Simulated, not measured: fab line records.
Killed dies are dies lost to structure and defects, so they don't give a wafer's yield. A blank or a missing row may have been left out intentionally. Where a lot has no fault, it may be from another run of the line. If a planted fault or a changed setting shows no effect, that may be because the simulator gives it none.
Which tool was responsible? | flow sky130 | 15 lots, 45 wafers sampled, at 4 steps of a route of 708

== WHAT EACH GAUGE READ, for each wafer ==
Not one reading of a measure or inspect step in the record can be checked against a usual standard deviation.

== WHAT TOOL EACH LOT RAN ON (gives the tool, then ch and the chambers of the sampled wafers, and finally the start) ==
lot  | SKY_VIA3_CVD_21               | SKY_METAL4_SPUTTER_04        | SKY_CAP2M_SPUTTER_02         | SKY_CAP2M_EXPOSE_09
L524 | cvd-w-01 ch 0,1, day 40 16:45 | pvd-sputter-04, day 40 17:25 | pvd-sputter-01, day 40 17:33 | iline-stepper-01 ch 0, day 41 05:25
L525 | cvd-w-01 ch 0,1, day 40 17:19 | pvd-sputter-03, day 40 18:02 | pvd-sputter-04, day 40 18:10 | iline-stepper-01 ch 0, day 41 06:20
L526 | cvd-w-02 ch 0,1, day 40 18:56 | pvd-sputter-03, day 40 19:38 | pvd-sputter-04, day 40 19:46 | iline-stepper-02 ch 0, day 41 08:22
L527 | cvd-w-02 ch 0,1, day 41 04:47 | pvd-sputter-03, day 41 05:28 | pvd-sputter-01, day 41 05:35 | iline-stepper-01 ch 0, day 41 17:35
L528 | cvd-w-01 ch 0,1, day 41 11:09 | pvd-sputter-01, day 41 11:52 | pvd-sputter-02, day 41 11:59 | iline-stepper-01 ch 0, day 41 22:47
L529 | cvd-w-02 ch 0,1, day 41 23:52 | pvd-sputter-01, day 42 00:32 | pvd-sputter-02, day 42 00:40 | iline-stepper-02 ch 0, day 42 13:22
L531 | cvd-w-01 ch 0,1, day 42 12:38 | pvd-sputter-01, day 42 13:20 | pvd-sputter-02, day 42 13:28 | iline-stepper-01 ch 0, day 43 00:31
L533 | cvd-w-01 ch 0,1, day 42 21:46 | pvd-sputter-03, day 42 22:28 | pvd-sputter-04, day 42 22:37 | iline-stepper-01, day 43 10:01
L532 | cvd-w-02 ch 0,1, day 42 22:30 | pvd-sputter-03, day 42 23:13 | pvd-sputter-02, day 42 23:20 | iline-stepper-01, day 43 10:59
L534 | cvd-w-02 ch 0,1, day 43 02:40 | pvd-sputter-01, day 43 03:20 | pvd-sputter-02, day 43 03:28 | iline-stepper-01, day 43 15:07
L540 | cvd-w-01 ch 0,1, day 44 20:25 | pvd-sputter-03, day 44 21:07 | pvd-sputter-04, day 44 21:15 | iline-stepper-02 ch 0, day 45 07:49
L541 | cvd-w-01 ch 0,1, day 44 23:13 | pvd-sputter-01, day 44 23:55 | pvd-sputter-04, day 45 00:03 | iline-stepper-01 ch 0, day 45 11:37
L542 | cvd-w-02 ch 1, day 45 05:29   | pvd-sputter-04, day 45 06:19 | pvd-sputter-02, day 45 06:26 | iline-stepper-02 ch 0, day 45 17:17
L543 | cvd-w-01 ch 0,1, day 45 11:46 | pvd-sputter-04, day 45 12:29 | pvd-sputter-02, day 45 12:37 | iline-stepper-02 ch 0, day 45 22:33
L545 | cvd-w-02 ch 0,1, day 46 14:42 | pvd-sputter-04, day 46 15:25 | pvd-sputter-04, day 46 15:32 | iline-stepper-01 ch 0, day 47 01:18
- SKY_VIA3_CVD_21: deposits W, target thk 390 nm, time 117.31 s.
- SKY_METAL4_SPUTTER_04: material TiN, target thk 70 nm, time 58.3 s.
- SKY_CAP2M_SPUTTER_02: material TiN, target thk 200 nm, time 166.7 s.
- SKY_CAP2M_EXPOSE_09: exposes mask CAP2M, target cd 1000 nm.

== WHAT THE TOOLS THEMSELVES READ (means of the sampled wafers that have a number; where no wafer has one, the mark that the record gives instead) ==
SKY_VIA3_CVD_21. Usual: heater-power-w reads 896 W (standard deviation 58).
lot  | tool     | heater-power-w (W) | flag
L524 | cvd-w-01 | 939                |
L525 | cvd-w-01 | 936                |
L526 | cvd-w-02 | 840                |
L527 | cvd-w-02 | 835                |
L528 | cvd-w-01 | 964                |
L529 | cvd-w-02 | 838                |
L531 | cvd-w-01 | 948                |
L533 | cvd-w-01 | 937                |
L532 | cvd-w-02 | 847                |
L534 | cvd-w-02 | 852                |
L540 | cvd-w-01 | 966                |
L541 | cvd-w-01 | 965                |
L542 | cvd-w-02 | 835                |
L543 | cvd-w-01 | 956                |
L545 | cvd-w-02 | 839                |

SKY_METAL4_SPUTTER_04. Usual: chamber-pressure-pa 0.4000 Pa, standard deviation 0.00089; throttle-valve-pct 30.4 %, standard deviation 1.
lot  | tool           | chamber-pressure-pa (Pa) | throttle-valve-pct (%) | flag
L524 | pvd-sputter-04 | 0.3994                   | 30.2                   |
L525 | pvd-sputter-03 | 0.4002                   | 30.7                   |
L526 | pvd-sputter-03 | 0.3994                   | 31.3                   |
L527 | pvd-sputter-03 | 0.3999                   | 30.5                   |
L528 | pvd-sputter-01 | 0.4011                   | 30.0                   |
L529 | pvd-sputter-01 | 0.4006                   | 29.5                   |
L531 | pvd-sputter-01 | 0.4001                   | 29.7                   |
L533 | pvd-sputter-03 | 0.4001                   | 31.1                   |
L532 | pvd-sputter-03 | 0.3998                   | 31.2                   |
L534 | pvd-sputter-01 | 0.4004                   | 29.8                   |
L540 | pvd-sputter-03 | 0.4013                   | 31.2                   |
L541 | pvd-sputter-01 | 0.3986                   | 30.5                   |
L542 | pvd-sputter-04 | 0.4002                   | 30.1                   |
L543 | pvd-sputter-04 | 0.3997                   | 30.3                   |
L545 | pvd-sputter-04 | 0.4009                   | 30.3                   |

SKY_CAP2M_SPUTTER_02. Usual: chamber-pressure-pa 0.4000 Pa, standard deviation 0.00085; throttle-valve-pct 30.1 %, standard deviation 0.84.
lot  | tool           | chamber-pressure-pa (Pa) | throttle-valve-pct (%) | flag
L524 | pvd-sputter-01 | 0.4002                   | 30.1                   |
L525 | pvd-sputter-04 | 0.4011                   | 30.2                   |
L526 | pvd-sputter-04 | 0.4000                   | 30.7                   |
L527 | pvd-sputter-01 | 0.3992                   | 30.0                   |
L528 | pvd-sputter-02 | 0.3990                   | 30.8                   |
L529 | pvd-sputter-02 | 0.3998                   | 30.4                   |
L531 | pvd-sputter-02 | 0.4002                   | 29.8                   |
L533 | pvd-sputter-04 | 0.3999                   | 30.2                   |
L532 | pvd-sputter-02 | 0.3997                   | 30.1                   |
L534 | pvd-sputter-02 | 0.4000                   | 30.2                   |
L540 | pvd-sputter-04 | 0.3994                   | 30.1                   |
L541 | pvd-sputter-04 | 0.4005                   | 29.5                   |
L542 | pvd-sputter-02 | 0.3999                   | 30.4                   |
L543 | pvd-sputter-02 | 0.4013                   | 29.8                   |
L545 | pvd-sputter-04 | 0.3998                   | 30.1                   |

SKY_CAP2M_EXPOSE_09. Usual: exposure-dose-mJ-cm2 158.98, standard deviation 0.16; focus-offset-nm 0.1 nm, standard deviation 0.61.
lot  | tool             | exposure-dose-mJ-cm2 | focus-offset-nm (nm) | flag
L524 | iline-stepper-01 | 158.99               | 0.1                  |
L525 | iline-stepper-01 | 158.90               | 0.5                  |
L526 | iline-stepper-02 | 158.92               | -0.1                 |
L527 | iline-stepper-01 | 159.17               | 0.4                  |
L528 | iline-stepper-01 | 158.83               | -0.4                 |
L529 | iline-stepper-02 | 159.05               | -0.2                 |
L531 | iline-stepper-01 | 158.82               | 0.2                  |
L533 | iline-stepper-01 | -                    | -                    | OFF
L532 | iline-stepper-01 | -                    | -                    | OFF
L534 | iline-stepper-01 | -                    | -                    | OFF
L540 | iline-stepper-02 | 158.75               | 0.1                  |
L541 | iline-stepper-01 | 158.81               | 0.3                  |
L542 | iline-stepper-02 | 159.07               | 0.5                  |
L543 | iline-stepper-02 | 158.96               | -0.1                 |
L545 | iline-stepper-01 | 159.15               | -0.9                 |

== THE ANSWER, worked out from the rows above alone ==
Rule: a lot counts as off when the mean over its wafers that have a number is more than 3 standard deviations away from the usual mean. A lot without any number at a reading at which 4 lots or more have one is off too. The other lots that the step has rows for count as sound. Order of review: gauges by route order, followed by the tools' own readings, for which a lot's mean as printed above is used. The first step at which some lot is off is used, and at that step the reading that is off furthest; a lot without a number counts as furthest.
Off: L533, L532, L534 (SKY_CAP2M_EXPOSE_09, exposure-dose-mJ-cm2). Without a number there: L533, L532, L534.
A tool fits if, at that step or a process step before it, it ran every lot that is off, and no sound lot after the first of them. None of those tried fits.

== WHAT THE SIMULATOR HAD PUT IN ==
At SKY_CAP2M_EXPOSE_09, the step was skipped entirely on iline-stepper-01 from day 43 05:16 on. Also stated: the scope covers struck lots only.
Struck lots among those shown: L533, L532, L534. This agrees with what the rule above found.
